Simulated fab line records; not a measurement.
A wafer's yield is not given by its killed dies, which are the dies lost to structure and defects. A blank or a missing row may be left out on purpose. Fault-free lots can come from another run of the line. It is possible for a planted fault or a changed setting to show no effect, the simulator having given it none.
Matching of chambers -- flow gf180mcu -- GF_V2_ETCH_16 on rieDiel-03 has 4 sister chambers
The step etches BARC in N2/H2. 4 wafers are shown with their chamber, then 9 later ones without.

## WAFERS WITH THEIR CHAMBER
wafer,chamber,drypumpMotorCurrentA (A)
L087.4,1,5.7
L088.2,2,6.5
L090.1,0,6.6
L090.6,3,6.6

## WAFERS WITHOUT THEIR CHAMBER
wafer,drypumpMotorCurrentA (A)
L092.3,5.7
L092.4,6.5
L092.5,6.5
L093.2,6.5
L093.4,6.6
L093.5,6.6
L095.2,6.7
L095.4,6.6
L095.6,6.6

## WHICH CHAMBER EACH WENT THROUGH
wafer,from the rows above,in truth
L092.3,1,1
L092.4,2,2
L092.5,2,2
L093.2,2,2
L093.4,can't be placed: 0 or 3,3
L093.5,can't be placed: 0 or 3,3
L095.2,can't be placed: 0 or 3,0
L095.4,can't be placed: 0 or 3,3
L095.6,can't be placed: 0 or 3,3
Correct placement for 4 of the 9. Can't be placed from these rows: 5 (the true chamber is among the candidates in 5). Placed wrongly: 0.
How it was worked out, from the rows above alone: a wafer's distance from a chamber is the root of the sum, over the readings, of the square of ((its reading less the chamber's mean) divided by the reading's scatter). If the next closest chamber is less than 2 further off than the closest, the wafer can't be placed; otherwise it belongs to the closest. The mean given for a chamber averages the wafers shown for that chamber. The scatter: with one shown wafer a chamber, the root of the mean of the squares of how far each hidden wafer lies from its nearest shown one.
